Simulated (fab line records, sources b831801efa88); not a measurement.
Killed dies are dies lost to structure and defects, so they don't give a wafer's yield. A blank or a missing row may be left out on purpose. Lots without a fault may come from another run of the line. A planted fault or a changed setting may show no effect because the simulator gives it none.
Split-lot experiment | flow gf180mcu | 5 lots, 23 wafers read, on a route of 602 steps

THE SPLIT
At GF_M1_SPUTTER_04 (material TiN, target thk 50 nm, time 41.7 s), the setting time_s was moved away from the recipe's 41.7 s on 5 of the 23 wafers read, by -7.9% to -3.8%. The other wafers ran this setting at the recipe's value.

The reading is taken at the split's own step.

THE READING
TiN_of_M1_SPUTTER_04.thk_nm (the simulator's own value, which no gauge read), in nm, at GF_M1_SPUTTER_04 (material TiN, target thk 50 nm, time 41.7 s). The file gives no usual value for it. The 18 wafers here that ran the recipe average 50.08 nm, standard deviation 0.48 nm.

wafer  | tool, chamber at the split | time_s as run, s | against the recipe | TiN_of_M1_SPUTTER_04.thk_nm, nm | against lot-mates on the recipe
L075.1 | pvd_sputter-02, -          | 41.7             | recipe             | 50.08                           | -
L075.2 | pvd_sputter-02, -          | 41.7             | recipe             | 49.79                           | -
L075.3 | pvd_sputter-02, -          | 41.7             | recipe             | 50.64                           | -
L075.4 | pvd_sputter-02, -          | 41.7             | recipe             | 50.17                           | -
L075.6 | pvd_sputter-02, -          | 41.7             | recipe             | 50.23                           | -
L079.1 | pvd_sputter-01, -          | 40.11            | -3.8%              | 47.15                           | -2.18
L079.2 | pvd_sputter-01, -          | 40.11            | -3.8%              | 47.67                           | -1.66
L079.3 | pvd_sputter-01, -          | 41.7             | recipe             | 49.01                           | -
L079.4 | pvd_sputter-01, -          | 40.11            | -3.8%              | 47.36                           | -1.97
L079.5 | pvd_sputter-01, -          | 41.7             | recipe             | 49.65                           | -
L078.2 | pvd_sputter-02, -          | 41.7             | recipe             | 50.34                           | -
L078.3 | pvd_sputter-02, -          | 41.7             | recipe             | 49.63                           | -
L078.4 | pvd_sputter-02, -          | 41.7             | recipe             | 49.34                           | -
L078.5 | pvd_sputter-02, -          | 41.7             | recipe             | 50.45                           | -
L078.6 | pvd_sputter-02, -          | 41.7             | recipe             | 49.69                           | -
L082.1 | pvd_sputter-02, -          | 38.41            | -7.9%              | 46.62                           | -3.57
L082.2 | pvd_sputter-02, -          | 41.7             | recipe             | 49.82                           | -
L082.3 | pvd_sputter-02, -          | 41.7             | recipe             | 50.41                           | -
L082.4 | pvd_sputter-02, -          | 41.7             | recipe             | 50.34                           | -
L082.6 | pvd_sputter-02, -          | 38.41            | -7.9%              | 46.66                           | -3.53
L085.2 | pvd_sputter-02, -          | 41.7             | recipe             | 50.41                           | -
L085.3 | pvd_sputter-02, -          | 41.7             | recipe             | 50.48                           | -
L085.4 | pvd_sputter-02, -          | 41.7             | recipe             | 50.98                           | -

THE FIT
A straight line over all 23 wafers: TiN_of_M1_SPUTTER_04.thk_nm changes by +0.496 nm for each +1% of time_s; r = +0.91; the points scatter about the line by 0.56 nm.
The same after taking each lot's own level away (the mean of its wafers on the recipe; 23 wafers): +0.463 nm for each +1%; r = +0.96; scatter 0.32 nm.
On that fit, the largest move of time_s shifts the reading by 3.7 nm.
The lots' own levels span 49.330 to 50.623 nm, that is 2.7 times the standard deviation above.
So the lot-to-lot level changes the slope little: the two slopes agree.
Check: with one of the wafers moved furthest among these (-7.9%) left out of the fit, the line predicts -3.72 nm for it against its lot-mates. It came out at -3.57 nm against them.

OTHER SPLITS ON THESE WAFERS
These wafers also went through other splits before the reading. Each is held against what the fit with the lots' levels taken away leaves over:
other split on the same wafers      | wafers away from the commonest value | r with TiN_of_M1_SPUTTER_04.thk_nm (lot level and that fit taken away)
GF_HV_LDD_DEVELOP_18 develop_time_s | 6                                    | +0.02
GF_HV_LDD_COAT_41 resist_thk_nm     | 11                                   | +0.15
GF_HV_LDD_DEVELOP_45 develop_time_s | 10                                   | +0.14
GF_HV_LDD_CVD_56 temp_c             | 10                                   | +0.06
GF_PSD_COAT_02 resist_thk_nm        | 6                                    | +0.05
GF_SAB_CVD_00 time_s                | 8                                    | -0.08
GF_SAB_DEVELOP_08 dev_temp_c        | 8                                    | -0.05
GF_SAB_WET_ETCH_12 time_s           | 15                                   | -0.08
GF_CONTACT_CVD_00 sih4_flow_sccm    | 5                                    | -0.04
GF_CONTACT_SPUTTER_22 time_s        | 11                                   | -0.30

THE FILE'S OWN FIT
TiN_of_M1_SPUTTER_04.thk_nm changes by +0.461 nm for each +1% of time_s, r = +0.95.
